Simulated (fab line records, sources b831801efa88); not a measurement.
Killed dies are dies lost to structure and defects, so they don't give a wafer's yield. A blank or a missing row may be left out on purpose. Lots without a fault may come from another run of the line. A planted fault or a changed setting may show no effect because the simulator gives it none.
fab line records | flow sky130
record lots=12 wafers=36 last_day=50
route steps=708 shown VT_ADJUST_HVTP@92 VT_ADJUST_NCORE@126 VT_ADJUST_PCH@147 PAD_OPEN@708
lots that met no fault: from a run of the same line without faults
start_h: hours from the record's first day to the start of the lot's first wafer shown | wait_h: hours since the lot's step before | " the same as in the row above | L1.1+2: a row that stands for several wafers | - no value, or no start given | * or withheld: withheld | < > ~ a bound
route shown NAME@n: a module of which the file shows steps, and the number in the route of the first | usual: mean/standard deviation of fault-free wafers | same: alike in all rows | chamber/n: place in a boat | sites: the reading at each site | _std_site: their standard deviation | _edge_site: outer sites' mean less inner sites' | radius_mm: how far each site lies from the wafer's centre | mask NAME#n: copy n | behind: the tool/chamber that last shaped the wafer | hold: why the lot was held/for how many hours/how that ended | device: the transistor (n, p or np) that didn't switch | end of line: the same wafers' tests at the end of the route | a step without rows: its recipe alone | killed: dies lost to structure and defects at the first sort, not the wafer's yield | map: a wafer's dies, x killed, . not, _ none there
set.NAME: the setting as run; set.NAME@STEP: as run at that earlier step | model.NAME: the simulator's own value behind a step, which no gauge read
steps of the route over a sample of lots; a table a step, a row a wafer
services: from which hour (start_h, from the record's first day; less than 0 if before it) a tool's chamber was out of use, for how many hours, and why
## steps
# step SKY_VT_ADJUST_HVTP_CD_MEAS_07
# recipe target_cd_nm=380
# usual cd_nm=379.2/2.7
# columns lot.wafer tool chamber start_h wait_h cd_nm
L740.3 cd_sem-01 - 146.80 0.1 377.5
L740.4 " - " " 377.9
L740.5 " - " " 380.3
L741.2 cd_sem-02 - 151.47 0.1 378.9
L741.4 " - " " 382.6
L741.6 " - " " 381.2
L742.3 cd_sem-01 - 160.97 0.1 375.7
L742.5 " - " " 377.2
L742.6 " - " " 373.3
L743.3 cd_sem-02 - 170.40 0.1 378.2
L743.4 " - " " 379.4
L743.6 " - " " 378.5
L747.4 cd_sem-02 - 187.59 0.1 382.8
L747.5 " - " " 382.6
L747.6 " - " " 385.4
L748.1 cd_sem-01 - 194.78 0.1 376.5
L748.2 " - " " 377.3
L748.3 " - " " 378.5
L750.3 cd_sem-02 - 201.34 0.1 380.7
L750.4 " - " " 382.7
L750.6 " - " " 379.9
L753.1 cd_sem-01 - 220.86 0.1 380.5
L753.3 " - " " 380.4
L753.5 " - " " 382.5
L754.2 cd_sem-01 - 226.15 0.1 384.5
L754.5 " - " " 379.3
L754.6 " - " " 381.3
L755.2 cd_sem-02 - 234.15 0.1 378.2
L755.5 " - " " 379.5
L755.6 " - " " 378.0
L757.2 cd_sem-02 - 248.77 0.1 380.0
L757.3 " - " " 379.9
L757.4 " - " " 381.0
L760.1 cd_sem-01 - 267.04 0.1 376.9
L760.3 " - " " 377.1
L760.6 " - " " 378.8
# step SKY_VT_ADJUST_NCORE_CD_MEAS_07
# recipe target_cd_nm=380
# usual cd_nm=379.6/2.1
# columns lot.wafer tool chamber start_h wait_h cd_nm
L740.3 cd_sem-01 - 208.34 0.1 380.3
L740.4 " - " " 382.5
L740.5 " - " " 381.0
L741.2 cd_sem-01 - 212.93 0.1 380.8
L741.4 " - " " 378.9
L741.6 " - " " 380.9
L742.3 cd_sem-02 - 223.40 0.1 380.3
L742.5 " - " " 381.4
L742.6 " - " " 379.0
L743.3 cd_sem-01 - 234.22 0.1 381.8
L743.4 " - " " 383.2
L743.6 " - " " 383.0
L747.4 cd_sem-02 - 254.37 0.1 379.1
L747.5 " - " " 378.6
L747.6 " - " " 377.9
L748.1 cd_sem-02 - 259.96 0.1 379.6
L748.2 " - " " 381.3
L748.3 " - " " 380.0
L750.3 cd_sem-02 - 268.40 0.1 379.4
L750.4 " - " " 379.7
L750.6 " - " " 376.9
L753.1 cd_sem-02 - 290.39 0.1 382.4
L753.3 " - " " 381.7
L753.5 " - " " 383.1
L754.2 cd_sem-01 - 296.83 0.1 380.8
L754.5 " - " " 377.5
L754.6 " - " " 377.3
L755.2 cd_sem-01 - 306.04 0.2 382.2
L755.5 " - " " 379.8
L755.6 " - " " 382.8
L757.2 cd_sem-02 - 322.18 0.1 382.5
L757.3 " - " " 381.6
L757.4 " - " " 378.5
L760.1 cd_sem-01 - 343.09 0.1 379.9
L760.3 " - " " 378.2
L760.6 " - " " 379.7
# step SKY_VT_ADJUST_NCORE_STRIP_10
# recipe chemistry=O2/N2 power_w=1400 pressure_mtorr=1500 platen_temp_c=withheld o2_flow_sccm=3000 n2_flow_sccm=300 overash_fraction=0.5
# usual drypump_motor_current_A=6.0/0.34 oes_product_au=0.717/0.0043 strip_time_to_endpoint_s=14.19/0.042
# columns lot.wafer tool chamber start_h wait_h drypump_motor_current_A oes_product_au rf_hours_counter_h strip_time_to_endpoint_s
L740.3 plasma_asher-03 0 208.65 0.1 6.4 0.715 - 14.16
L740.4 " 1 " " 5.9 0.722 - 14.10
L740.5 " 0 " " 6.4 0.719 - 14.17
L741.2 plasma_asher-03 1 213.22 0.1 5.9 0.716 9 14.13
L741.4 " 1 " " 5.9 0.707 - 14.16
L741.6 " 1 " " 5.9 0.716 - 14.17
L742.3 plasma_asher-04 1 223.70 0.1 5.6 0.717 - 14.14
L742.5 " 0 " " 5.9 0.720 - 14.14
L742.6 " 1 " " 5.6 0.718 - 14.18
L743.3 plasma_asher-04 1 234.52 0.1 5.7 0.714 - 14.17
L743.4 " 0 " " 6.0 0.724 - 14.21
L743.6 " 0 " " 5.9 0.711 - 14.17
L747.4 plasma_asher-03 0 254.65 0.1 6.4 0.722 - 14.11
L747.5 " 1 " " 5.9 0.714 - 14.18
L747.6 " 0 " " 6.3 0.717 - 14.17
L748.1 plasma_asher-04 1 260.27 0.1 5.6 0.720 45 14.08
L748.2 " 0 " " 5.9 0.720 45 14.10
L748.3 " 0 " " 5.9 0.715 - 14.11
L750.3 plasma_asher-04 1 268.71 0.1 5.6 0.727 - 14.21
L750.4 " 0 " " 5.9 0.714 - 14.24
L750.6 " 1 " " 5.6 0.713 - 14.21
L753.1 plasma_asher-04 1 290.70 0.1 5.6 0.716 48 14.15
L753.3 " 1 " " 5.6 0.728 - 14.14
L753.5 " 0 " " 6.0 0.715 - 14.17
L754.2 plasma_asher-01 0 297.12 0.1 5.6 0.714 59 14.21
L754.5 " 0 " " 5.5 0.712 - 14.21
L754.6 " 1 " " 6.7 0.718 - 14.25
L755.2 plasma_asher-01 0 306.33 0.1 5.6 0.714 60 14.27
L755.5 " 1 " " 6.7 0.720 - 14.21
L755.6 " 0 " " 5.6 0.730 - 14.23
L757.2 plasma_asher-01 1 322.47 0.1 6.7 0.713 62 14.25
L757.3 " 0 " " 5.6 0.715 - 14.21
L757.4 " 1 " " 6.7 0.723 - 14.24
L760.1 plasma_asher-04 0 343.40 0.1 5.9 0.714 53 14.16
L760.3 " 1 " " 5.7 0.719 - 14.18
L760.6 " 0 " " 5.9 0.714 - 14.17
# step SKY_VT_ADJUST_PCH_EXPOSE_04
# recipe mask_id=NWM na=0.6 source_shape=conventional sigma_outer=0.6 polarization=unpolarized target_cd_nm=840 dose_mj=255
# columns lot.wafer tool chamber start_h wait_h mask
L740.3+4+5 iline_stepper-01 0 242.35 - TUNM#0
L741.2+4+6 iline_stepper-01 0 247.35 - NWM#0
L742.3+5+6 iline_stepper-02 0 258.29 - NWM#0
L743.3+4+6 iline_stepper-02 0 268.63 - NWM#0
L747.4+5+6 iline_stepper-01 0 289.68 - NWM#0
L748.1+2+3 iline_stepper-01 0 296.96 - NWM#0
L750.3+4+6 iline_stepper-01 0 307.10 - NWM#0
L753.1+3+5 iline_stepper-01 0 331.03 - NWM#0
L754.2+5+6 iline_stepper-02 0 335.29 - NWM#0
L755.2+5+6 iline_stepper-01 0 345.38 - NWM#0
L757.2+3+4 iline_stepper-02 0 363.25 - NWM#0
L760.1+3+6 iline_stepper-01 0 385.90 - NWM#0
# step SKY_VT_ADJUST_PCH_OVL_MEAS_07
# usual VT_ADJUST_PCH_OVL=-0.8/1.5
# columns lot.wafer tool chamber start_h wait_h VT_ADJUST_PCH_OVL[nm]
L740.3 overlay-01 - 253.46 - -
L740.4 " - " " -
L740.5 " - " " -
L741.2 overlay-02 - 258.45 - -1.7
L741.4 " - " " -1.7
L741.6 " - " " -1.9
L742.3 overlay-01 - 269.26 - -3.2
L742.5 " - " " -5.3
L742.6 " - " " -4.4
L743.3 overlay-01 - 280.81 - 0.2
L743.4 " - " " -0.3
L743.6 " - " " 0.3
L747.4 overlay-01 - 302.95 - -0.1
L747.5 " - " " 0.1
L747.6 " - " " -1.7
L748.1 overlay-01 - 309.01 - 0.0
L748.2 " - " " -1.9
L748.3 " - " " -1.4
L750.3 overlay-01 - 319.36 - -1.4
L750.4 " - " " -2.1
L750.6 " - " " -2.1
L753.1 overlay-01 - 343.38 - -0.3
L753.3 " - " " 0.3
L753.5 " - " " -0.6
L754.2 overlay-01 - 348.24 - 1.3
L754.5 " - " " 1.7
L754.6 " - " " 1.6
L755.2 overlay-02 - 359.56 - -0.6
L755.5 " - " " 0.2
L755.6 " - " " -0.7
L757.2 overlay-02 - 376.54 - -1.3
L757.3 " - " " -0.1
L757.4 " - " " 0.4
L760.1 overlay-02 - 400.16 - 0.0
L760.3 " - " " -0.8
L760.6 " - " " 1.2
# step SKY_VT_ADJUST_PCH_TW_MEAS_10
# usual VT_ADJUST_PCH_TW=141.7/0.84
# columns lot.wafer tool chamber start_h wait_h hold VT_ADJUST_PCH_TW
L740.3 film_metro-04 - 253.75 0.1 await_dispo/0.2h/release 30.0
L740.4 " - " " await_dispo/0.2h/release 29.8
L740.5 " - " " await_dispo/0.2h/release 29.9
L740.3 film_metro-04 - 253.98 0.2 - 29.7
L740.4 " - " " - 29.8
L740.5 " - " " - 29.9
L741.2 film_metro-04 - 258.74 0.1 - 142.1
L741.4 " - " " - 141.6
L741.6 " - " " - 141.7
L742.3 film_metro-04 - 269.55 0.1 - 141.6
L742.5 " - " " - 141.3
L742.6 " - " " - 140.5
L743.3 film_metro-04 - 281.10 0.1 - 141.6
L743.4 " - " " - 141.0
L743.6 " - " " - 140.4
L747.4 film_metro-04 - 303.25 0.1 - 140.9
L747.5 " - " " - 140.7
L747.6 " - " " - 141.4
L748.1 film_metro-03 - 309.29 0.1 - 141.7
L748.2 " - " " - 141.4
L748.3 " - " " - 142.3
L750.3 film_metro-04 - 319.65 0.1 - 141.0
L750.4 " - " " - 141.3
L750.6 " - " " - 140.9
L753.1 film_metro-03 - 343.67 0.1 - 143.7
L753.3 " - " " - 144.0
L753.5 " - " " - 143.5
L754.2 film_metro-04 - 348.53 0.1 - 141.7
L754.5 " - " " - 142.4
L754.6 " - " " - 142.2
L755.2 film_metro-04 - 359.85 0.1 - 141.6
L755.5 " - " " - 142.2
L755.6 " - " " - 141.7
L757.2 film_metro-01 - 376.83 0.1 - 141.6
L757.3 " - " " - 141.5
L757.4 " - " " - 141.4
L760.1 film_metro-03 - 400.44 0.1 - 143.0
L760.3 " - " " - 143.2
L760.6 " - " " - 142.9
# step SKY_PAD_OPEN_PROBE_99
# usual defect_limited_yield=82.4/2 killed_at_M0_to_M3=42/6.8 killed_at_M4_up=3.4/1.8 killed_at_contacts=25/5.7 killed_at_front_end=16/4.8 killed_at_other=0.2/0.39 killed_dies=87/9.6 killed_open=47/6.9 killed_short=40/6.3 sort_bin_3_pad_short=0.9/0.45 sort_bin_5_function=10.4/1.5 sort_bin_6_memory=6.3/1.1 sort_n_pass=405/9.6 sort_yield_pct=82.4/2
# same gross_dies=492 killed_at_back_side=0 sort_bin_4_leakage[%]=0 sort_bin_8_speed[%]=0
# columns lot.wafer tool chamber start_h wait_h defect_limited_yield[%] killed_at_M0_to_M3 killed_at_M4_up killed_at_contacts killed_at_front_end killed_at_other killed_dies killed_open killed_short sort_bin_3_pad_short[%] sort_bin_5_function[%] sort_bin_6_memory[%] sort_n_pass sort_yield_pct[%]
L753.1 prober-01 - 1167.13 0.1 80.9 46 4 29 15 0 94 51 43 1.4 12.2 5.5 398 80.9
L753.3 prober-01 - 1167.23 0.2 82.1 43 7 27 11 0 88 51 37 0.8 9.8 7.3 404 82.1
L753.5 prober-01 - 1167.33 0.2 82.5 44 3 23 16 0 86 50 36 1.0 10.4 6.1 406 82.5
L754.2 prober-02 - 1168.53 0.1 80.9 51 1 24 18 0 94 55 39 0.6 12.2 6.3 398 80.9
L754.5 prober-02 - 1168.68 0.2 80.9 48 3 27 16 0 94 60 34 1.2 12.4 5.5 398 80.9
L754.6 prober-02 - 1168.73 0.2 77.4 52 2 27 29 1 111 70 41 1.0 13.2 8.3 381 77.4
L757.2 prober-01 - 1186.14 0.1 79.9 49 4 27 19 0 99 51 48 1.4 10.6 8.1 393 79.9
L757.3 prober-01 - 1186.19 0.2 82.5 37 5 31 12 1 86 47 39 1.6 10.2 5.7 406 82.5
L757.4 prober-01 - 1186.24 0.2 81.7 41 0 32 17 0 90 50 40 0.6 10.4 7.3 402 81.7
# killed by level:class
L753.1 VIA1:geometric_particle:open=14 CONTACT:geometric_particle:open=10 LI_CONTACT:geometric_particle:open=7 METAL1:geometric_particle:short=6 LOCAL_INTERCONNECT:geometric_particle:short=5 METAL2:geometric_particle:short=5 VIA3:geometric_particle:open=5 CONTACT:geometric_particle:short=4
L753.3 LI_CONTACT:geometric_particle:open=13 CONTACT:geometric_particle:open=9 VIA2:geometric_particle:open=8 METAL1:geometric_particle:short=6 METAL4:geometric_particle:short=6 METAL3:geometric_particle:short=5 METAL2:geometric_particle:short=5 VIA3:geometric_particle:open=4
L753.5 VIA1:geometric_particle:open=15 CONTACT:geometric_particle:open=11 METAL1:geometric_particle:short=8 LI_CONTACT:geometric_particle:open=6 POLY_GATE:geometric_particle:open=5 VIA2:geometric_particle:short=4 VIA2:geometric_particle:open=4 SPACER:geometric_particle:short=3
L754.2 VIA1:geometric_particle:open=15 CONTACT:geometric_particle:open=10 VIA1:geometric_particle:short=9 METAL1:geometric_particle:short=6 VIA2:geometric_particle:open=6 VIA3:geometric_particle:open=6 FIELD_ISO:geometric_particle:open=5 FIELD_ISO:geometric_particle:short=5
L754.5 VIA1:geometric_particle:open=18 CONTACT:geometric_particle:open=13 VIA3:geometric_particle:open=8 LI_CONTACT:geometric_particle:open=7 METAL1:geometric_particle:short=5 VIA2:geometric_particle:open=5 FIELD_ISO:geometric_particle:short=4 VIA3:geometric_particle:short=4
L754.6 CONTACT:geometric_particle:open=13 VIA1:geometric_particle:open=12 FIELD_ISO:geometric_particle:open=11 VIA3:geometric_particle:open=11 LI_CONTACT:geometric_particle:open=10 METAL2:geometric_particle:short=7 VIA1:geometric_particle:short=6 FIELD_ISO:geometric_particle:short=5
L757.2 CONTACT:geometric_particle:open=14 METAL2:geometric_particle:short=11 VIA3:geometric_particle:open=9 FIELD_ISO:geometric_particle:open=6 POLY_GATE:geometric_particle:short=6 LI_CONTACT:geometric_particle:open=6 VIA1:geometric_particle:open=6 FIELD_ISO:geometric_particle:short=5
L757.3 LI_CONTACT:geometric_particle:open=11 CONTACT:geometric_particle:open=10 VIA1:geometric_particle:short=6 CONTACT:geometric_particle:short=6 VIA1:geometric_particle:open=6 VIA3:geometric_particle:open=5 FIELD_ISO:geometric_particle:short=4 METAL1:geometric_particle:short=4
L757.4 VIA1:geometric_particle:open=11 LI_CONTACT:geometric_particle:open=9 CONTACT:geometric_particle:open=8 CONTACT:geometric_particle:short=7 LOCAL_INTERCONNECT:geometric_particle:short=5 METAL2:geometric_particle:short=5 POLY_GATE:geometric_particle:short=4 METAL2:geometric_particle:open=4
## services
# columns tool chamber start_h hours kind
plasma_asher-01 - 206.01 6.3 repair
iline_stepper-01 - 250.90 3.5 repair
plasma_asher-01 - 254.36 20.7 repair
iline_stepper-02 - 263.75 1.7 pm
iline_stepper-01 - 360.48 1.7 pm
plasma_asher-01 - 371.14 25.5 pm
## key
first_sign step=SKY_VT_ADJUST_PCH_EXPOSE_04 reading=mask direction=changed
effect step=SKY_VT_ADJUST_PCH_OVL_MEAS_07 reading=VT_ADJUST_PCH_OVL direction=missing
effect step=SKY_VT_ADJUST_PCH_TW_MEAS_10 reading=visit direction=added
effect step=SKY_VT_ADJUST_PCH_TW_MEAS_10 reading=VT_ADJUST_PCH_TW direction=down sigmas=99+ usual=141.7 struck=29.9
met_at SKY_VT_ADJUST_PCH_EXPOSE_04
struck_lots L740
scrapped_behind SKY_VT_ADJUST_PCH_TW_MEAS_10 L740.3,L740.4,L740.5
not_acting_at SKY_VT_ADJUST_HVTP_CD_MEAS_07,SKY_VT_ADJUST_NCORE_CD_MEAS_07,SKY_VT_ADJUST_NCORE_STRIP_10
fault kind=wrong_mask tool=any chamber=- onset_h=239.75 steps=SKY_VT_ADJUST_PCH_EXPOSE_04 aux_copy=TUNM#0 scope=struck_lots_only
